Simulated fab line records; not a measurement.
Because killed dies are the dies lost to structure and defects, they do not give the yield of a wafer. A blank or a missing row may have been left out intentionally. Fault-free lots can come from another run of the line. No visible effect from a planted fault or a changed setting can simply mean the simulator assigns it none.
fab line records    flow sky130
record: lots: 6  wafers: 18  lastDay: 50
route steps=708 shown VIA1@460 PAD_OPEN@708
lots that met no fault: from a run of the same line without faults
startH: hours from the record's opening day to when the first of the lot's shown wafers began    waitH: time in hours since the lot's previous step    " the same as in the row above    L1.1+2: one row covering several wafers at once    - no value, or no start was given    * or withheld: withheld    < > ~ a bound
route shown NAME@n: NAME is a module with steps in the file, n the number in the route of the first one    usual: mean and standard deviation over wafers with no fault    same: alike in all rows    chamber/n: place in a boat    sites: readings site by site    _std_site: how widely they spread, as a standard deviation    _edge_site: outer sites' mean less inner sites'    radiusMm: how far each site lies from the wafer's centre    mask NAME#n: copy n    behind: the most recent tool/chamber to have shaped the wafer    hold: what put the lot on hold/how long, in hours/how the hold closed    device: the n, p or np transistor that did not switch    end of line: tests run on the same wafers once the route is complete    where a step has no rows: the recipe by itself    killed: not the wafer's yield, but the dies lost to structure and defects at the first sort    map: shows each die of a wafer: x if killed, . if not, _ if none is there
set.NAME: the setting that was run; set.NAME@STEP: the one run at that earlier step    model.NAME: the simulator's own value behind a step, which no gauge read
certain route steps with their lots: each step a table, each wafer a row
services: from which hour (startH, from the record's first day; less than 0 if before it) a tool's chamber was out of use, for how many hours, and why
== steps ==
step: SKY_VIA1_CMP_02
recipe: material: SiO2  downForcePsi: 4  platenRpm: 60  padVelocityMS: 0.94248
usual: motorCurrentA: 11.4/1.1  platenRpm: 59.99/0.04  retainingRingPressureFrac: 1.000/0.005
lot.wafer  tool    chamber  startH  waitH  motorCurrentA  platenRpm  retainingRingPressureFrac
L903.2     cmp-01  0        844.08  0.0    13.3           60.01      0.990
L903.3     "       2        "       "      10.5           60.04      0.995
L903.6     "       0        "       "      12.8           60.01      1.000
L902.2     cmp-01  0        845.78  0.0    13.3           59.97      0.997
L902.1     "       1        "       "      11.8           59.97      1.007
L902.6     "       1        "       "      11.5           60.02      1.007
L908.2     cmp-01  1        886.32  0.1    12.2           60.04      1.002
L908.1     "       2        "       "      9.8            60.06      0.997
L908.6     "       0        "       "      13.4           60.00      1.001
L909.2     cmp-01  2        890.97  0.1    10.1           59.95      1.008
L909.1     "       3        "       "      10.9           60.03      0.995
L909.5     "       2        "       "      10.0           60.01      1.006
L913.2     cmp-01  2        921.06  0.1    10.8           60.04      0.999
L913.4     "       0        "       "      12.9           60.02      0.998
L913.5     "       1        "       "      11.7           59.99      0.995
L914.3     cmp-02  0        932.47  0.1    12.9           60.03      1.000
L914.1     "       1        "       "      12.2           60.07      0.997
L914.6     "       0        "       "      12.8           59.98      1.001
step: SKY_VIA1_BOW_MEAS_03
recipe: mode: bow
usual: VIA1_BOW: 80/7.3
lot.wafer  tool          chamber  startH  waitH  VIA1_BOW[um]
L903.2     filmMetro-01  -        844.40  0.3    75
L903.3     "             -        "       "      88
L903.6     "             -        "       "      75
L902.1     filmMetro-03  -        846.08  0.2    73
L902.2     "             -        "       "      68
L902.6     "             -        "       "      85
L908.1     filmMetro-01  -        886.57  0.1    83
L908.2     "             -        "       "      85
L908.6     "             -        "       "      92
L909.1     filmMetro-03  -        891.22  0.1    64
L909.2     "             -        "       "      84
L909.5     "             -        "       "      84
L913.2     filmMetro-01  -        921.33  0.2    79
L913.4     "             -        "       "      83
L913.5     "             -        "       "      91
L914.1     filmMetro-01  -        932.72  0.1    85
L914.3     "             -        "       "      74
L914.6     "             -        "       "      78
step: SKY_VIA1_DEHYDRATE_04
recipe: tempC: 200  timeS: 60
step: SKY_VIA1_HMDS_05
recipe: primeTimeS: 60  primeTempC: 120
step: SKY_VIA1_COAT_06
recipe: resist: BARC  tempC: withheld  timeS: withheld  spinRpm: 3000  resistThkNm: 60
step: SKY_VIA1_COAT_07
recipe: resist: KrF-thick  spinRpm: 3000  resistThkNm: 450
step: SKY_VIA1_SOFTBAKE_08
recipe: tempC: 100  timeS: 90  resist: KrF-thick
step: SKY_VIA1_EXPOSE_09
recipe: maskId: VIM  na: 0.8  sourceShape: annular  sigmaInner: 0.55  sigmaOuter: 0.85  targetCdNm: 150  doseMj: 38
step: SKY_VIA1_PEB_10
recipe: pebTempC: withheld  pebTimeS: withheld  resist: KrF-thick
step: SKY_VIA1_DEVELOP_11
recipe: developTimeS: 60  resist: KrF-thick  devTempC: 21
step: SKY_VIA1_CD_MEAS_12
recipe: targetCdNm: 150
usual: cdNm: 149.2/1.9
lot.wafer  tool      chamber  startH  waitH  cdNm
L903.2     cdSem-01  -        871.12  -      146.6
L903.3     "         -        "       "      147.3
L903.6     "         -        "       "      147.5
L902.1     cdSem-02  -        872.70  -      150.4
L902.2     "         -        "       "      152.1
L902.6     "         -        "       "      152.5
L908.1     cdSem-02  -        911.30  -      146.3
L908.2     "         -        "       "      146.3
L908.6     "         -        "       "      146.7
L909.1     cdSem-02  -        916.80  -      146.5
L909.2     "         -        "       "      146.5
L909.5     "         -        "       "      144.5
L913.2     cdSem-01  -        946.43  -      149.6
L913.4     "         -        "       "      150.0
L913.5     "         -        "       "      150.0
L914.1     cdSem-01  -        957.16  -      148.1
L914.3     "         -        "       "      148.8
L914.6     "         -        "       "      147.1
step: SKY_VIA1_OVL_MEAS_13
usual: VIA1_OVL: -1/6.2
lot.wafer  tool        chamber  startH  waitH  VIA1_OVL[nm]
L903.2     overlay-01  -        871.23  0.1    -3
L903.3     "           -        "       "      9
L903.6     "           -        "       "      -1
L902.1     overlay-01  -        872.82  0.1    -1
L902.2     "           -        "       "      -11
L902.6     "           -        "       "      -13
L908.1     overlay-01  -        911.42  0.1    13
L908.2     "           -        "       "      4
L908.6     "           -        "       "      7
L909.1     overlay-02  -        916.92  0.1    -2
L909.2     "           -        "       "      3
L909.5     "           -        "       "      -2
L913.2     overlay-02  -        946.54  0.1    -8
L913.4     "           -        "       "      -7
L913.5     "           -        "       "      -4
L914.1     overlay-01  -        957.28  0.1    -8
L914.3     "           -        "       "      -8
L914.6     "           -        "       "      -2
step: SKY_VIA1_ETCH_14
recipe: chemistry: N2/H2  target: BARC  ionEnergyEv: 200  sourceW: 500  biasW: 100  pressureMtorr: 30  n2FlowSccm: 100  h2FlowSccm: 200  stopOn: SiO2  timeS: 45.9  targetDepthA: 600
usual: chamberPressureMTorr: 29.998/0.027  drypumpMotorCurrentA: 5.6/0.34  oesProductAu: 0.854/0.0044  runLengthS: 74.2/0.36  throttleValvePct: 13.225/0.0085
lot.wafer  tool        chamber  startH  waitH  chamberPressureMTorr  drypumpMotorCurrentA  oesProductAu  rfHoursCounterH  runLengthS  throttleValvePct  model.KrF-thick_of_VIA1_COAT_07.thkNm
L903.2     rieDiel-02  1        871.26  0.0    30.012                5.3                   0.849         20               74.4        13.220            391.8
L903.3     "           0        "       "      30.002                5.4                   0.853         9                74.1        13.222            390.3
L903.6     "           2        "       "      29.953                5.7                   0.852         -                73.7        13.227            393.3
L902.1     rieDiel-02  2        872.86  0.0    30.016                5.7                   0.859         13               73.6        13.226            393.3
L902.2     "           3        "       "      29.986                6.2                   0.853         8                73.9        13.211            393.2
L902.6     "           1        "       "      29.982                5.3                   0.858         -                74.6        13.232            394.2
L908.1     rieDiel-02  1        911.46  0.0    29.934                5.3                   1.006         21               66.6        13.235            400.2
L908.2     "           3        "       "      30.005                6.1                   0.846         9                74.3        13.234            392
L908.6     "           3        "       "      29.984                6.2                   0.857         -                74.2        13.223            392.8
L909.1     rieDiel-01  2        916.96  0.0    30.023                5.5                   0.853         12               74.4        13.226            392
L909.2     "           0        "       "      29.980                5.2                   0.853         22               74.3        13.212            393.3
L909.5     "           3        "       "      30.008                5.5                   0.855         -                74.2        13.225            394.7
L913.2     rieDiel-02  3        946.57  0.0    29.991                6.2                   0.859         10               74.3        13.224            391.4
L913.4     "           3        "       "      29.977                6.2                   0.857         -                74.2        13.219            390.1
L913.5     "           0        "       "      29.966                5.4                   0.998         -                65.6        13.237            400.1
L914.1     rieDiel-04  2        957.31  0.0    29.997                5.7                   0.857         7                73.8        13.232            388.1
L914.3     "           1        "       "      30.027                5.8                   0.854         9                74.2        13.211            390.2
L914.6     "           3        "       "      30.010                5.4                   0.860         -                74.8        13.216            389.6
step: SKY_VIA1_ETCH_15
recipe: target: SiO2  chemistry: C4F8/O2/Ar  targetDepthNm: 351  stopOn: TiN  maskMaterial: KrF-thick  sourceW: 1500  biasW: 1200  pressureMtorr: 40  c4f8FlowSccm: withheld  O2_flow_sccm: 6  Ar_flow_sccm: 300  timeS: 54
usual: chamberPressureMTorr: 40.00/0.033  oesProductAu: 0.982/0.0058  runLengthS: 82.3/0.43
lot.wafer  tool        chamber  startH  waitH  chamberPressureMTorr  oesProductAu  rfHoursCounterH  runLengthS  model.KrF-thick_of_VIA1_COAT_07.thkNm
L903.2     rieDiel-02  1        871.30  0.0    40.01                 0.993         20               82.7        321.5
L903.3     "           0        "       "      39.96                 0.984         9                82.6        320.4
L903.6     "           2        "       "      40.06                 0.979         -                81.7        323.6
L902.1     rieDiel-02  2        872.90  0.0    40.03                 0.983         13               82.0        323.9
L902.2     "           3        "       "      40.03                 0.979         8                82.3        322.2
L902.6     "           1        "       "      40.01                 0.987         -                82.6        324.1
L908.1     rieDiel-02  1        911.50  0.0    40.01                 0.988         21               82.6        329.4
L908.2     "           3        "       "      39.98                 0.984         9                82.2        322.2
L908.6     "           3        "       "      40.00                 0.993         -                82.3        322.7
L909.1     rieDiel-01  2        917.00  0.0    39.98                 0.982         12               82.5        321.6
L909.2     "           0        "       "      39.90                 0.975         22               82.5        324.6
L909.5     "           3        "       "      40.00                 0.990         -                82.4        324.5
L913.2     rieDiel-02  3        946.61  0.0    40.02                 0.982         10               82.3        321
L913.4     "           3        "       "      40.00                 0.974         -                82.1        319.9
L913.5     "           0        "       "      39.94                 0.970         -                82.0        330.8
L914.1     rieDiel-04  2        957.35  0.0    40.02                 0.984         7                81.3        315.8
L914.3     "           1        "       "      40.00                 0.985         9                82.1        320.6
L914.6     "           3        "       "      40.03                 0.986         -                83.0        318.9
step: SKY_VIA1_STRIP_16
recipe: chemistry: O2/N2  powerW: 1400  pressureMtorr: 1500  platenTempC: withheld  o2FlowSccm: 3000  n2FlowSccm: 300  overashFraction: 0.5
usual: chamberPressureMTorr: 1500.1/1.3  drypumpMotorCurrentA: 5.5/0.41  oesProductAu: 0.416/0.0047  stripTimeToEndpointS: 4.459/0.026
lot.wafer  tool            chamber  startH  waitH  chamberPressureMTorr  drypumpMotorCurrentA  oesProductAu  rfHoursCounterH  stripTimeToEndpointS
L903.2     plasmaAsher-02  1        871.34  0.0    1502.2                5.7                   0.412         11               4.448
L903.3     "               1        "       "      1499.5                5.7                   0.413         -                4.420
L903.6     "               1        "       "      1500.9                5.7                   0.412         -                4.447
L902.1     plasmaAsher-02  0        872.95  0.0    1499.7                5.0                   0.415         12               4.466
L902.2     "               1        "       "      1500.2                5.7                   0.423         12               4.454
L902.6     "               0        "       "      1500.9                5.0                   0.417         -                4.484
L908.1     plasmaAsher-01  1        911.54  0.0    1499.1                5.0                   0.416         46               4.525
L908.2     "               0        "       "      1498.2                6.1                   0.411         46               4.452
L908.6     "               0        "       "      1498.8                6.1                   0.424         -                4.447
L909.1     plasmaAsher-02  0        917.04  0.0    1501.4                5.0                   0.420         16               4.435
L909.2     "               1        "       "      1501.5                5.7                   0.421         16               4.470
L909.5     "               0        "       "      1502.5                5.0                   0.422         -                4.481
L913.2     plasmaAsher-01  0        946.66  0.0    1500.0                6.1                   0.414         50               4.449
L913.4     "               0        "       "      1496.4                6.1                   0.421         -                4.435
L913.5     "               1        "       "      1498.6                5.0                   0.419         -                4.564
L914.1     plasmaAsher-04  1        957.40  0.0    1498.1                5.8                   0.417         117              4.385
L914.3     "               0        "       "      1499.6                5.1                   0.413         -                4.430
L914.6     "               1        "       "      1498.5                5.8                   0.412         -                4.402
step: SKY_VIA1_STRIP_17
recipe: chemistry: postEtchResidueRemover  timeS: 1200  tempC: 72.5
step: SKY_PAD_OPEN_PROBE_99
usual: defectLimitedYield: 82.6/1.8  killed_at_M0_to_M3: 43/6.6  killed_at_M4_up: 2.9/1.6  killedAtContacts: 24/4.9  killedAtFrontEnd: 15/4.5  killedAtOther: 0.2/0.45  killedDies: 86/8.8  killedOpen: 48/6.4  killedShort: 38/5.6  sort_bin_3_pad_short: 0.8/0.38  sort_bin_5_function: 10.2/1.4  sort_bin_6_memory: 6.4/1.1  sortNPass: 406/8.8  sortYieldPct: 82.6/1.8
same: grossDies: 492  killedAtBackSide: 0  sort_bin_4_leakage[%]: 0  sort_bin_8_speed[%]: 0
lot.wafer  tool       chamber  startH   waitH  defectLimitedYield[%]  killed_at_M0_to_M3  killed_at_M4_up  killedAtContacts  killedAtFrontEnd  killedAtOther  killedDies  killedOpen  killedShort  sort_bin_3_pad_short[%]  sort_bin_5_function[%]  sort_bin_6_memory[%]  sortNPass  sortYieldPct[%]
L903.2     prober-02  -        1140.08  0.1    83.1                   45                  6                15                17                0              83          45          38           0.8                      9.3                     6.7                   409        83.1
L903.3     prober-02  -        1140.13  0.2    82.1                   51                  6                23                7                 1              88          45          43           0.8                      9.6                     7.5                   404        82.1
L909.5     prober-02  -        1172.32  0.2    81.1                   43                  2                30                18                0              93          48          45           0.8                      12.0                    6.1                   399        81.1
killed by level:class
L903.2 VIA1:geometricParticle:open=11 VIA2:geometricParticle:open=8 FIELD_ISO:geometricParticle:short=6 LI_CONTACT:geometricParticle:open=6 VIA3:geometricParticle:open=6 METAL2:geometricParticle:short=5 VIA3:geometricParticle:short=5 FIELD_ISO:geometricParticle:open=4
L903.3 VIA1:geometricParticle:open=13 VIA3:geometricParticle:open=9 CONTACT:geometricParticle:open=8 LI_CONTACT:geometricParticle:open=6 CONTACT:geometricParticle:short=6 METAL1:geometricParticle:short=5 METAL2:geometricParticle:short=5 VIA1:geometricParticle:short=4
L909.5 CONTACT:geometricParticle:open=8 VIA1:geometricParticle:open=8 VIA3:geometricParticle:open=8 CONTACT:geometricParticle:short=7 VIA2:geometricParticle:open=7 LI_CONTACT:geometricParticle:open=6 METAL2:geometricParticle:short=6 FIELD_ISO:geometricParticle:short=5
== services ==
tool            chamber  startH  hours  kind
cmp-02          -        820.57  6.8    repair
rieDiel-04      3        821.34  12.6   repair
cmp-02          -        834.81  2.2    repair
plasmaAsher-02  -        844.87  4.4    repair
rieDiel-01      3        849.70  8.1    repair
rieDiel-04      -        858.26  15.6   pm
rieDiel-04      2        897.24  20.0   repair
plasmaAsher-02  -        907.51  1.2    repair
cmp-02          -        912.13  4.0    pm
cmp-02          -        916.07  0.6    repair
cmp-02          -        916.13  -      consumableReplace:conditioner
cmp-02          -        916.13  -      consumableReplace:pad
rieDiel-01      -        919.86  0.4    repair
plasmaAsher-02  -        923.91  30.0   repair
plasmaAsher-01  -        940.01  4.2    repair
rieDiel-02      2        946.10  2.4    repair
rieDiel-02      1        956.64  -      clean
rieDiel-02      1        956.64  19.3   scheduledDown
rieDiel-02      1        956.64  19.3   ventCycle
== key ==
firstSign: step: SKY_VIA1_ETCH_14  reading: oesProductAu  direction: up  sigmas: 34  usual: 0.854  struck: 1.002
effect: step: SKY_VIA1_ETCH_14  reading: runLengthS  direction: down  sigmas: 22  usual: *  struck: *
effect: step: SKY_VIA1_STRIP_16  reading: stripTimeToEndpointS  direction: up  sigmas: 3.3  usual: *  struck: *
modelEffect: step: SKY_VIA1_ETCH_14  value: KrF-thick_of_VIA1_COAT_07.thkNm  without: 392.4  struck: 400.1
modelEffect: step: SKY_VIA1_ETCH_15  value: KrF-thick_of_VIA1_COAT_07.thkNm  without: 322.4  struck: 330.1
metAt SKY_VIA1_ETCH_14
struckWafers L908.1,L913.5
onsetBetween 872.86 911.46
fault: kind: processParameterDrift  tool: rieDiel-02  chamber: -  onsetH: 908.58  steps: SKY_VIA1_ETCH_14  channel: timeS  offset: *  shape: step  endH: 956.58  scope: struckWafersOnly  actsIn: *  stated: *
